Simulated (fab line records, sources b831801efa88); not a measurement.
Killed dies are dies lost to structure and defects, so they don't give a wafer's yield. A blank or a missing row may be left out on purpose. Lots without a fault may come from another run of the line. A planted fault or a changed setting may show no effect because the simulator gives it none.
Problem report in the 8D (eight disciplines) form, filled by code | flow sky130 | the parts of the form that need people (team, actions taken, sign-off) are left out

1. THE PROBLEM
killed_at_front_end at SKY_PAD_OPEN_PROBE_99 reads a mean of 183 on 1 wafer of 1 lot; wafers without a fault read 15 with a standard deviation of 4.6. That is +37 standard deviations from the usual mean.
First seen on wafer L718.2, day 49 00:43, on prober-01. The record holds 17 wafers of 6 lots with a number at this step. Rule for "out", or "out of limits": more than 4 standard deviations from the usual mean. The other wafers with a number count as sound.

2. WHAT IT IS AND WHAT IT IS NOT
question                    | is                                              | is not
which readings at this step | killed_at_front_end, killed_dies, killed_on_rim | killed_at_M0_to_M3, killed_at_M4_up, killed_at_contacts, killed_at_other, killed_open
which lots                  | L718                                            | L712, L719, L721, L722, L727
which wafers of those lots  | L718.2                                          | L718.3, L718.5
read on which tools         | prober-01                                       | prober-02
when                        | from day 49 00:43                               | up to then (3 sound wafers); but 13 sound wafers of L718, L719, L721, L722, L727 came after

3. SUSPECTS, AND WHAT RULES EACH OUT
Counting: a tool at a process step up to the reading stays a suspect if it ran every lot that is out. Sound lots after the first of them don't rule it out here, since some wafers of a struck lot are sound.
- cmp-02 at SKY_FIELD_ISO_CMP_27 (polishes, stops on Si3N4, t overpolish 16 s, target thk 457.8 nm): kept. It ran the lot that is out, L718 (day 4 23:45); its last sound lot up to then is L712 (day 3 18:03).
- pvd_sputter-02 at SKY_METAL5_SPUTTER_02 (material AlCu, target thk 1150 nm, time 61.2 s): kept. It ran the lot that is out, L718 (day 46 09:29).
- prober-01 at SKY_PAD_OPEN_PROBE_99: kept. It ran the lot that is out, L718 (day 49 00:43); its last sound lot up to then is L712 (day 47 21:51). Its own readings are out on those wafers: killed_at_front_end, killed_dies, killed_on_rim.
- Within cmp-02 at SKY_FIELD_ISO_CMP_27: the wafers that are out ran in chamber 2; their sound lot-mates ran in chambers 0, 1.
Left after counting: cmp-02 at SKY_FIELD_ISO_CMP_27, pvd_sputter-02 at SKY_METAL5_SPUTTER_02, prober-01 at SKY_PAD_OPEN_PROBE_99.

4. THE CAUSE (what the simulator had put in)
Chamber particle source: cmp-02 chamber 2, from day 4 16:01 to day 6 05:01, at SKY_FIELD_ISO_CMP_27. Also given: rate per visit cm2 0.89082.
Counting left 3 suspects, and this tool is among them.

5. THE CHAIN OF EFFECTS, in route order
Each row: a reading whose mean over the struck wafers that have a number lies more than 3 standard deviations from the usual. Only readings for which the record gives a usual standard deviation are gone through. hours: the time from each lot's start at the first step in this table that gives one to its start at this step, as a median over the lots. sigmas: the change in usual standard deviations.
hours | step                  | reading             | usual | on struck wafers | change | sigmas
0     | SKY_PAD_OPEN_PROBE_99 | killed_at_front_end | 15    | 183              | +168   | +37
0     | SKY_PAD_OPEN_PROBE_99 | killed_dies         | 85    | 234              | +149   | +15
0     | SKY_PAD_OPEN_PROBE_99 | killed_on_rim       | 17    | 48               | +31    | +8.4
The process steps in it:
- SKY_PAD_OPEN_PROBE_99

6. WHAT WOULD HAVE CAUGHT IT SOONER
In this record the first reading out of limits was taken at day 49 00:43, 1065 hours after the fault began at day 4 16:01.
Of the tool readings at SKY_FIELD_ISO_CMP_27 for which the record gives a usual standard deviation, none was out on any struck wafer, so an alarm limit of 4 standard deviations on them would not have fired.
All the lots that are out (1) had begun SKY_FIELD_ISO_CMP_27 on cmp-02 by day 49 00:43. A hold on the tool at that time would have spared none of them.
